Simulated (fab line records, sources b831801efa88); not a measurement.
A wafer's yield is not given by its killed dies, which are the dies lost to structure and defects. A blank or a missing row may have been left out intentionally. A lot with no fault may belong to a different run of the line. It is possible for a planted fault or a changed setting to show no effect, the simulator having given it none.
Which tool is to blame?	flow sky130	14 lots, 42 wafers sampled, at 5 steps of a route of 708

WHAT EACH GAUGE READ, for each wafer
SKY_VT_ADJUST_HVTR_OVL_MEAS_08. Usual: VT_ADJUST_HVTR_OVL gives 0.1 nm (standard deviation 1.1).
lot	measured	on	VT_ADJUST_HVTR_OVL (nm)	flag
L878	day 9 21:48	overlay-02	-1.7 -0.6 -0.8	
L879	day 10 14:52	overlay-02	-0.1 1.1 -0.3	
L880	day 10 17:02	overlay-01	0.8 0.6 -0.7	
L881	day 10 17:52	overlay-02	1.3 -0.4 0.9	
L885	day 12 01:43	overlay-01	0.2 0.9 0.3	
L887	day 12 17:13	overlay-02	0.7 2.0 -0.5	
L889	day 13 14:31	overlay-02	0.4 0.2 -0.4	
L888	day 13 15:19	overlay-02	0.1 0.7 1.2	
L890	day 14 01:01	overlay-02	1.1 1.0 1.1	
L892	day 14 07:31	overlay-02	0.1 -0.2 -1.6	
L893	day 14 08:35	overlay-01	-0.7 0.5 0.4	
L897	day 15 09:00	overlay-01	0.5 2.0 -0.3	
L898	day 15 22:28	overlay-01	0.2 -2.1 -0.9	
L901	day 16 18:47	overlay-02	0.9 0.6 -1.0	

SKY_SONOS_ONO_OVL_MEAS_14. Usual: SONOS_ONO_OVL gives -0.1 nm (standard deviation 1.4).
lot	measured	on	SONOS_ONO_OVL (nm)	flag
L878	day 13 03:26	overlay-01	-2.5 -3.0 -1.4	
L879	day 13 21:17	overlay-01	-1.0 0.2 -0.6	
L880	day 14 01:18	overlay-02	0.4 -0.4 0.6	
L881	day 14 03:45	overlay-02	3.8 1.9 2.7	
L885	day 15 13:35	overlay-02	-1.2 -0.4 -2.2	
L887	day 16 07:11	overlay-02	-0.1 1.1 -0.4	
L889	day 17 09:47	overlay-01	0.6 -0.5 -1.9	
L888	day 17 09:29	overlay-02	-1.1 1.5 0.6	
L890	day 17 19:10	overlay-02	-0.1 -1.8 -0.3	
L892	day 18 02:29	overlay-02	0.9 -1.4 -2.3	
L893	day 18 02:41	overlay-01	-2.1 -2.5 -2.0	
L897	day 19 07:18	overlay-02	-1.4 -0.8 1.3	
L898	day 19 22:36	overlay-01	-1.3 -1.4 0.3	
L901	day 20 18:00	overlay-01	-0.5 -0.8 -0.4	

SKY_LDD_HVP_TW_MEAS_10. Usual: LDD_HVP_TW gives 449.8 (standard deviation 2.2).
lot	measured	on	LDD_HVP_TW	flag
L878	day 22 01:40	filmMetro-02	448.3 450.0 449.7	
L879	day 22 21:12	filmMetro-02	445.3 446.4 449.6	
L880	day 23 01:51	filmMetro-02	446.3 446.0 447.7	
L881	day 23 07:02	filmMetro-03	451.2 450.4 452.1	
L885	day 24 23:37	filmMetro-02	447.7 447.1 446.7	
L887	day 25 13:31	filmMetro-01	455.0 455.2 451.2	
L889	day 26 15:34	filmMetro-01	451.2 452.3 453.5	
L888	day 26 14:04	filmMetro-03	448.9 448.7 448.2	
L890	day 27 02:11	filmMetro-02	449.2 448.0 448.1	
L892	day 27 06:43	filmMetro-02	448.7 448.4 449.8	
L893	day 27 10:01	filmMetro-03	450.6 451.2 450.7	
L897	day 28 11:09	filmMetro-03	29.7 29.6 29.8	OFF
L898	day 28 23:12	filmMetro-03	29.7 29.7 29.7	OFF
L901	day 29 21:18	filmMetro-02	447.8 447.4 447.2	

SKY_POLY_CUT_OVL_MEAS_09. Usual: POLY_CUT_OVL gives -5 nm (standard deviation 5.1).
lot	measured	on	POLY_CUT_OVL (nm)	flag
L878	day 24 15:45	overlay-02	-9 -6 -6	
L879	day 25 10:36	overlay-02	-9 -4 -5	
L880	day 25 15:38	overlay-02	-6 1 3	
L881	day 25 22:01	overlay-02	-9 0 -3	
L885	day 27 12:53	overlay-01	-5 -10 -3	
L887	day 28 01:04	overlay-01	-9 -3 -3	
L889	day 29 02:43	overlay-02	-3 -5 -5	
L888	day 29 01:34	overlay-01	3 -5 3	
L890	day 29 12:40	overlay-02	-9 -10 -12	
L892	day 29 18:07	overlay-01	-13 -14 -17	
L893	day 29 21:10	overlay-01	3 -1 0	
L901	day 32 06:00	overlay-02	-2 -8 2	

WHAT TOOL EACH LOT RAN ON (gives the tool, then ch and the chambers of the sampled wafers, and finally the start)
lot	SKY_LDD_HVP_IMPLANT_08
L878	implanter-01 ch 0, day 22 01:25
L879	implanter-01 ch 0, day 22 20:57
L880	implanter-04 ch 0, day 23 01:36
L881	implanter-04 ch 0, day 23 06:50
L885	implanter-02 ch 0, day 24 23:23
L887	implanter-02 ch 0, day 25 13:18
L889	implanter-04 ch 0, day 26 15:21
L888	implanter-04 ch 0, day 26 13:50
L890	implanter-04 ch 0, day 27 01:58
L892	implanter-02 ch 0, day 27 06:28
L893	implanter-01 ch 0, day 27 09:47
L897	implanter-02, day 28 10:54
L898	implanter-01, day 28 22:59
L901	implanter-04 ch 0, day 29 21:03
- SKY_LDD_HVP_IMPLANT_08

AS READ BY THE TOOLS THEMSELVES (means over the sampled wafers that have a number; for cases with no such wafer, the mark the record gives instead)
SKY_LDD_HVP_IMPLANT_08. Usual: beamEnergyKeV 20.000, standard deviation 0.0067; beamOnS 10.01 s, standard deviation 0.19.
lot	tool	beamEnergyKeV	beamOnS (s)	flag
L878	implanter-01	20.000	10.07	
L879	implanter-01	20.008	10.16	
L880	implanter-04	20.007	10.12	
L881	implanter-04	19.988	10.04	
L885	implanter-02	20.001	10.05	
L887	implanter-02	20.001	9.88	
L889	implanter-04	20.005	10.06	
L888	implanter-04	19.993	9.92	
L890	implanter-04	20.001	9.92	
L892	implanter-02	19.999	10.00	
L893	implanter-01	19.994	9.89	
L897	implanter-02	-	-	OFF
L898	implanter-01	-	-	OFF
L901	implanter-04	19.989	9.79	

THE ANSWER, worked out from the rows above alone
Rule: lot off if the mean of its wafers having a number is beyond 3 standard deviations from the usual mean. Also off: a lot with no number at a reading for which 4 or more lots have one. All remaining lots with rows at the step are treated as sound. The gauges are gone through in route order, then the tools' own readings, and for those a lot's mean is taken as printed above. The first step at which some lot is off is used, and at that step the reading that is off furthest; a lot without a number counts as furthest.
Off: at SKY_LDD_HVP_TW_MEAS_10 (LDD_HVP_TW), L897, L898.
If a tool, at a process step before that reading, ran all the lots that are off and no sound lot after the first of them, it fits. The gauges at SKY_LDD_HVP_TW_MEAS_10 aren't tried: what is off there is off at SKY_LDD_HVP_IMPLANT_08 too, on other tools, and a gauge's error can't cause that. None of those tried fits.

WHAT THE SIMULATOR PUT IN
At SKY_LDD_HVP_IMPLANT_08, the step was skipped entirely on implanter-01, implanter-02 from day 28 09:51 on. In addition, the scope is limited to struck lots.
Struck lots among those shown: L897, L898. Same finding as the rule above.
